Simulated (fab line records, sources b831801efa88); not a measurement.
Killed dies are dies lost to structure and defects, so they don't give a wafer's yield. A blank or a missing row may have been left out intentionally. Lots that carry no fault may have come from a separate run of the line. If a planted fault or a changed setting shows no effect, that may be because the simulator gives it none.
A sampling plan put to the test	flow gf180mcu	one line in one fab, 48 faults in these records, each fault weighed on the records of the lots it struck
The plan consists of the line's own looks: route steps at which the wafer is read by a gauge or an inspection but not changed. A look can be judged if struck wafers have a number there and the file gives its usual mean and standard deviation on fault-free wafers. Caught: the struck wafers' mean, at a look after the fault's first step, is 4 or more of those standard deviations (sigma) away from the usual mean. On the tool: the test repeated on the tool's own readings taken at the fault's steps. Also counted as caught: the struck wafers showing another recipe, or a record that is empty for them alone.

THE FAULTS, as the simulator had put them in
1. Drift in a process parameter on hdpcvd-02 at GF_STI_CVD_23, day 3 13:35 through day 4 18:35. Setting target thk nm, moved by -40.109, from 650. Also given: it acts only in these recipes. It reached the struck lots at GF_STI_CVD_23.
2. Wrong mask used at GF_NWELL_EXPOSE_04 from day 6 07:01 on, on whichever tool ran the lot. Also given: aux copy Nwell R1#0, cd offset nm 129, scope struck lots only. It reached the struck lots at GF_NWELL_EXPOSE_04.
3. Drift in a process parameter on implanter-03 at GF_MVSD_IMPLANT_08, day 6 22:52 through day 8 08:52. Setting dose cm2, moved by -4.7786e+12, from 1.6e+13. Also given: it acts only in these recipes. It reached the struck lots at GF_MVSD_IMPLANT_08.
4. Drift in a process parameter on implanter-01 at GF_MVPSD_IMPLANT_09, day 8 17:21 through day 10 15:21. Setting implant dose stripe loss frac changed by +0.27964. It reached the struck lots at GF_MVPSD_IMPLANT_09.
5. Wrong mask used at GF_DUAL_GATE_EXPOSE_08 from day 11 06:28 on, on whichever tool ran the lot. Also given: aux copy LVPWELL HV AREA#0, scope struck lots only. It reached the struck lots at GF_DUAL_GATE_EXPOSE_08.
6. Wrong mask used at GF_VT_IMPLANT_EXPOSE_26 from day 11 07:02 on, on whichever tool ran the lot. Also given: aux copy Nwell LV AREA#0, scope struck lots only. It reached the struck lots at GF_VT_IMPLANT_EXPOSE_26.
7. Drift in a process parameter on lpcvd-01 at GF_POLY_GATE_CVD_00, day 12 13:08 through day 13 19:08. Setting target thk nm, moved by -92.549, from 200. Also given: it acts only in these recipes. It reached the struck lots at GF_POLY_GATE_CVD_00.
8. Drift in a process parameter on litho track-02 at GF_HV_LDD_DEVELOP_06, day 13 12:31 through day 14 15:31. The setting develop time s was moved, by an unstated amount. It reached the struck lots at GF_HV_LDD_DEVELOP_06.
9. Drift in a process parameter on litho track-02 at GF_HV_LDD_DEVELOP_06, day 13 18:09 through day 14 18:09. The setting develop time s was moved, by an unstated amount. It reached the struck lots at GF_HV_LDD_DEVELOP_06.
10. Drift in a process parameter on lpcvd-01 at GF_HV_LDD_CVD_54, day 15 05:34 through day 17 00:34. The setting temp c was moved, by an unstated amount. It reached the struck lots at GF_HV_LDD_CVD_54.
11. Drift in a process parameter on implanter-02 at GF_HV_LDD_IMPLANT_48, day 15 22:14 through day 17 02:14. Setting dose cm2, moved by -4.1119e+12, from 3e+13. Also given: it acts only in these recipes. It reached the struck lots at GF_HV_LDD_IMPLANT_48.
12. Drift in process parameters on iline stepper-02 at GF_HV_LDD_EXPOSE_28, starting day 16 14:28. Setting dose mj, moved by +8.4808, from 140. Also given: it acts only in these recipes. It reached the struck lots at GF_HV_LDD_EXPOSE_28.
13. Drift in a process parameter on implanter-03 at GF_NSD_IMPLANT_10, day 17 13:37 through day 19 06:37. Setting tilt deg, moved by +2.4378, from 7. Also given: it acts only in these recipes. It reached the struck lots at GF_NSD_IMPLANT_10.
14. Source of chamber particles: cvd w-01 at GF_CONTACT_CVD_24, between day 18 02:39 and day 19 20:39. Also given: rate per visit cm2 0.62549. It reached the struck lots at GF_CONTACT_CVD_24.
15. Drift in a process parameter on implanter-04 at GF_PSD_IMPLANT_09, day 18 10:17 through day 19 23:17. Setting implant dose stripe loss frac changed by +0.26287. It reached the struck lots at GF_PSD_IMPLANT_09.
16. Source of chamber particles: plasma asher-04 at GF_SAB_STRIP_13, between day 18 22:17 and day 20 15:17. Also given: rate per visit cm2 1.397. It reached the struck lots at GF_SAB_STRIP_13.
17. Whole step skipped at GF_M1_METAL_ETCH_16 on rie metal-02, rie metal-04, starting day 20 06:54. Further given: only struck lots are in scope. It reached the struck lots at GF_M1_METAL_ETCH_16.
18. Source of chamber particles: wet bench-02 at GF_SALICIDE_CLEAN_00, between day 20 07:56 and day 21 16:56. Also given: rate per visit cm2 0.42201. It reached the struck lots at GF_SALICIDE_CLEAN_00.
19. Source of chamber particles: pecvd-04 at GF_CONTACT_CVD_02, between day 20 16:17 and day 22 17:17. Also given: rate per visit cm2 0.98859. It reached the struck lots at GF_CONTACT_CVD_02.
20. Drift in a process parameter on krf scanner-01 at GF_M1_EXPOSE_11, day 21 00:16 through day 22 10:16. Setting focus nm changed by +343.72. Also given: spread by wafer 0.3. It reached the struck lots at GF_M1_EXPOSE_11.
21. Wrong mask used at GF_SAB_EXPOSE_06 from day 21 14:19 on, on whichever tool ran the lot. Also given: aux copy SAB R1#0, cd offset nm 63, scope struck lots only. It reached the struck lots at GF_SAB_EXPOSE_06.
22. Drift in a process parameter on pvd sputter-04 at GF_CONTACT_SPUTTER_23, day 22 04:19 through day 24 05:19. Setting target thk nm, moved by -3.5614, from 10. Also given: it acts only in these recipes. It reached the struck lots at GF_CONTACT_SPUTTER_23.
23. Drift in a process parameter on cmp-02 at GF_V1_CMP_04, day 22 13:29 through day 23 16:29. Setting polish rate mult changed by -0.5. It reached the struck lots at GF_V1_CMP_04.
24. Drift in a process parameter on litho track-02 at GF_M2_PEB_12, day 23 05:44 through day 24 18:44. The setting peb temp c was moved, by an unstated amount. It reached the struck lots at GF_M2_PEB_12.
25. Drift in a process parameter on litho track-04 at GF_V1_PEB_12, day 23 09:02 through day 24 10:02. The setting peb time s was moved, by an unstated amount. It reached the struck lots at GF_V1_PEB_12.
26. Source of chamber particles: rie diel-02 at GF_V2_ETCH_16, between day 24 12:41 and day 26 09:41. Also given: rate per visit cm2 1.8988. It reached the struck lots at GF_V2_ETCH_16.
27. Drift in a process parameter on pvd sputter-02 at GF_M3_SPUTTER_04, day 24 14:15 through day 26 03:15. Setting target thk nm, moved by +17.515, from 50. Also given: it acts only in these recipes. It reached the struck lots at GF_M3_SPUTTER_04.
28. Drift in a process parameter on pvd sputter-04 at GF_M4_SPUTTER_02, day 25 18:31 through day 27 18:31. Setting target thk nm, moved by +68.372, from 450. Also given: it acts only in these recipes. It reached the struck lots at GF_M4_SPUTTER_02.
29. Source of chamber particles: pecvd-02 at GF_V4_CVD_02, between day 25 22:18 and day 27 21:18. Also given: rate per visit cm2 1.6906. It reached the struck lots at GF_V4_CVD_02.
30. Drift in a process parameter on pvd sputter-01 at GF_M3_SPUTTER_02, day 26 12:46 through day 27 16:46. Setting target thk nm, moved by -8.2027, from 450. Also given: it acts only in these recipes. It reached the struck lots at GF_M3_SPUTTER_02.
31. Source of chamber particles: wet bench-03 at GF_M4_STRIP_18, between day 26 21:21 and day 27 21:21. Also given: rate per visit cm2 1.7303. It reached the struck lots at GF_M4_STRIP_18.
32. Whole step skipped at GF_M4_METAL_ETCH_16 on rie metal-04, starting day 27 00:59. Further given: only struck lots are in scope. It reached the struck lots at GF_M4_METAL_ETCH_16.
33. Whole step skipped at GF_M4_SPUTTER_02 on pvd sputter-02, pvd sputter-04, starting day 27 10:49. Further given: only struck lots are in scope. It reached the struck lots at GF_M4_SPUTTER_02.
34. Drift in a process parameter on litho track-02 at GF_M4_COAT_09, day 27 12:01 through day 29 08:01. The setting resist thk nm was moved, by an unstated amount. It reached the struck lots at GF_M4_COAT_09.
35. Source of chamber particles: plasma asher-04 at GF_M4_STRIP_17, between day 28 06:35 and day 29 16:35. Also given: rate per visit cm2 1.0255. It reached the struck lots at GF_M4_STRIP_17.
36. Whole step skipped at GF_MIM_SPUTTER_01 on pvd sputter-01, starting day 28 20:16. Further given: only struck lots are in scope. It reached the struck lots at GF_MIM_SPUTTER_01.
37. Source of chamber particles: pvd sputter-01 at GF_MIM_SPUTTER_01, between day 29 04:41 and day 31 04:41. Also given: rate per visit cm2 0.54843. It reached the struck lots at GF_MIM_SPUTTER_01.
38. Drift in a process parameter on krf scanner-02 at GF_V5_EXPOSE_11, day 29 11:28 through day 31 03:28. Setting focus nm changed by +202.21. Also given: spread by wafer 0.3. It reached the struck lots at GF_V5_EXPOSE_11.
39. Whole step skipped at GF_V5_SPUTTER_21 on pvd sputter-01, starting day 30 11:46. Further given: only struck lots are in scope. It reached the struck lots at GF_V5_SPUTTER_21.
40. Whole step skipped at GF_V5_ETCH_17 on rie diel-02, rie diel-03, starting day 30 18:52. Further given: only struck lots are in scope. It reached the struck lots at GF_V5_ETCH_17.
41. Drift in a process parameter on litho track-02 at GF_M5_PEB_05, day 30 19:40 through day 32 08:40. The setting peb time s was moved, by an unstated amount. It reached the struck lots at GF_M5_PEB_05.
42. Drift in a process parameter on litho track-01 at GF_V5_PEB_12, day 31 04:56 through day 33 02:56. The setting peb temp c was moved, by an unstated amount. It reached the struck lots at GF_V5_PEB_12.
43. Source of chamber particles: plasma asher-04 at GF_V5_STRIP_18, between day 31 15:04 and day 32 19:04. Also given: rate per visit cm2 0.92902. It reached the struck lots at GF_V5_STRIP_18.
44. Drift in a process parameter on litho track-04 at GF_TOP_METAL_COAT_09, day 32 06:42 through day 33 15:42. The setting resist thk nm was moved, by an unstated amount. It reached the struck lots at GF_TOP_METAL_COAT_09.
45. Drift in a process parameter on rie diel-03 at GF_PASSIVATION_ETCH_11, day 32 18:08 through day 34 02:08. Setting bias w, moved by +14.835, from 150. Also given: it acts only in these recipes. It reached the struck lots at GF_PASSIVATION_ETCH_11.
46. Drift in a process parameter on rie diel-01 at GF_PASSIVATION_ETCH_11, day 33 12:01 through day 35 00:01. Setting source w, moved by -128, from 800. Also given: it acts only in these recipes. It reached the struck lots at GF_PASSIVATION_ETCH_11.
47. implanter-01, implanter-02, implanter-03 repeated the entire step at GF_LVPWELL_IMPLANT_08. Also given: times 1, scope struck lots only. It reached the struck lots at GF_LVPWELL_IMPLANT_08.
48. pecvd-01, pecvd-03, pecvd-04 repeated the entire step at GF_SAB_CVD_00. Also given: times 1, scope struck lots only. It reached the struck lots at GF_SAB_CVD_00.

WHAT THE PLAN SAW
fault	on the tool itself	first look that catches it	reading, sigma	median hours from its first step to that look	hours from the fault's start to the first struck lot there	judged looks passed uncaught
1	no reading that can be judged	GF_STI_THK_MEAS_24	STI_CVD_23_THK -7.1	0.1	2	0
2	no reading that can be judged	no look after it can be judged	-	-	-	0
3	dose ions cm2 -99 or beyond sigma	GF_MVSD_TW_MEAS_11	MVSD_TW -12	0.4	9	0
4	no reading that can be judged	none of the 3 looks that can be judged after it	strongest: MVPSD_RS at GF_VT_IMPLANT_RS_MEAS_49, +2.7	-	-	3
5	no reading that can be judged	no look after it can be judged	-	-	-	0
6	under 2 sigma	GF_VT_IMPLANT_TW_MEAS_32	VT_IMPLANT_3_TW -92	9.3	14	0
7	under 2 sigma	GF_POLY_GATE_THK_MEAS_01	POLY_GATE_CVD_00_THK -51	1.4	7	0
8	under 2 sigma	GF_HV_LDD_CD_MEAS_07	cd nm -32	0.1	2	0
9	no reading that can be judged	none of the 2 looks that can be judged after it	strongest: cd nm at GF_HV_LDD_CD_MEAS_07, -3.0	-	-	2
10	susceptor temp C +99 or beyond sigma	GF_HV_LDD_THK_MEAS_55	HV_LDD_CVD_54_THK +94	1.0	3	0
11	dose ions cm2 -99 or beyond sigma	GF_HV_LDD_TW_MEAS_50	HV_LDD_4_TW -5.1	0.2	6	0
12	exposure dose mJ cm2 +76 sigma	GF_HV_LDD_CD_MEAS_31	cd nm +5.3	11.2	23	0
13	tilt deg +99 or beyond sigma	none of the 2 looks that can be judged after it	strongest: NSD_RS at GF_PSD_RS_MEAS_14, +3.3	-	-	2
14	under 2 sigma	not the one look that can be judged after it	-	-	-	1
15	under 2 sigma	not the one look that can be judged after it	strongest: PSD_RS at GF_PSD_RS_MEAS_15, +2.5	-	-	1
16	under 2 sigma	not the one look that can be judged after it	-	-	-	1
17	the tool's record is blank for the struck wafers	no look after it can be judged	-	-	-	0
18	under 2 sigma	not the one look that can be judged after it	-	-	-	1
19	under 2 sigma	none of the 3 looks that can be judged after it	-	-	-	3
20	exposure dose mJ cm2 -50 sigma	GF_M1_CD_MEAS_14	cd nm -35	11.9	43	0
21	no reading that can be judged	GF_SAB_CD_MEAS_09	cd nm +27	11.9	18	0
22	under 2 sigma	no look after it can be judged	-	-	-	0
23	only faintly: time to endpoint s +3.8 sigma	no look after it can be judged	-	-	-	0
24	heater power total W -22 sigma	GF_M2_CD_MEAS_14	cd nm +5.3	0.3	10	0
25	under 2 sigma	none of the 2 looks that can be judged after it	-	-	-	2
26	under 2 sigma	no look after it can be judged	-	-	-	0
27	under 2 sigma	not the one look that can be judged after it	strongest: M3_ALCU_THK at GF_M3_THK_MEAS_06, -3.6	-	-	1
28	under 2 sigma	GF_M4_RS_MEAS_05	M4_ALCU_RS -10	0.1	4	0
29	under 2 sigma	not the one look that can be judged after it	-	-	-	1
30	under 2 sigma	no look after it can be judged	-	-	-	0
31	no reading that can be judged	not the one look that can be judged after it	-	-	-	1
32	the tool's record is blank for the struck wafers	no look after it can be judged	-	-	-	0
33	the tool's record is blank for the struck wafers	GF_M4_RS_MEAS_05	M4_ALCU_RS +99 or beyond	0.1	6	0
34	under 2 sigma	no look after it can be judged	-	-	-	0
35	under 2 sigma	no look after it can be judged	-	-	-	0
36	the tool's record is blank for the struck wafers	no look after it can be judged	-	-	-	0
37	under 2 sigma	not the one look that can be judged after it	-	-	-	1
38	no reading that can be judged	none of the 6 looks that can be judged after it	-	-	-	6
39	the tool's record is blank for the struck wafers	no look after it can be judged	-	-	-	0
40	the tool's record is blank for the struck wafers	no look after it can be judged	-	-	-	0
41	no reading that can be judged	GF_M5_CD_MEAS_07	cd nm -5.5	0.3	8	0
42	heater power total W -13 sigma	not the one look that can be judged after it	strongest: cd nm at GF_V5_CD_MEAS_14, -3.1	-	-	1
43	under 2 sigma	not the one look that can be judged after it	-	-	-	1
44	no reading that can be judged	GF_TOP_METAL_CD_MEAS_14	cd nm -4.5	8.1	11	0
45	bias w +31 sigma	no look after it can be judged	-	-	-	0
46	rf fwd power W -51 sigma	no look after it can be judged	-	-	-	0
47	no reading that can be judged	GF_LVPWELL_TW_MEAS_11	LVPWELL_TW +27	0.7	-	0
48	under 2 sigma	GF_SAB_THK_MEAS_01	SAB_CVD_00_THK +77	0.3	-	0
Dash: fault not caught, or number not given in these records.

Caught at a look: 17 of 48. Caught on the tool: 16 of 48. By one or the other: 26 of 48.
Faults caught by the tool alone: 13, 17, 32, 36, 39, 40, 42, 45, 46.
Caught at a look alone: faults 1, 6, 7, 8, 21, 28, 41, 44, 47, 48.
Caught by neither: faults 2, 4, 5, 9, 14, 15, 16, 18, 19, 22, 23, 25, 26, 27, 29, 30, 31, 34, 35, 37, 38, 43.

THINNER SAMPLING
Were the look that catches a fault to measure just every second or every third lot (counted by lot number), the first struck lot would, at worst, be measured this late:
fault	struck lots at that look, in order of time	every lot	every second lot	every third lot
1	L754, L758	2 h	may miss all 2	may miss all 2
3	L397, L398	9 h	14 h	may miss all 2
6	L327	14 h	may miss it	may miss it
7	L356, L357, L358	7 h	13 h	22 h
8	L880, L881, L882	2 h	10 h	15 h
10	L797, L798	3 h	13 h	may miss all 2
11	L557, L559	6 h	may miss all 2	may miss all 2
12	L825, L826	23 h	26 h	may miss all 2
20	L651	43 h	may miss it	may miss it
21	L295	18 h	may miss it	may miss it
24	L946, L948	10 h	may miss all 2	may miss all 2
28	L585, L588	4 h	28 h	may miss all 2
33	L653, L654	6 h	11 h	may miss all 2
41	L668, L669, L671	8 h	14 h	may miss all 3
44	L858, L860	11 h	may miss all 2	may miss all 2
Hours: fault start to first struck lot measured. 4 sigma limit: tested on the pooled struck wafers, so a lone lot may be under it. Other struck lots may not be in these records.

THE LONGEST TIMED WAY FROM STEP TO LOOK
In fault 21, a median of 11.9 hours elapses between GF_SAB_EXPOSE_06 and GF_SAB_CD_MEAS_09. No look between them can be judged.
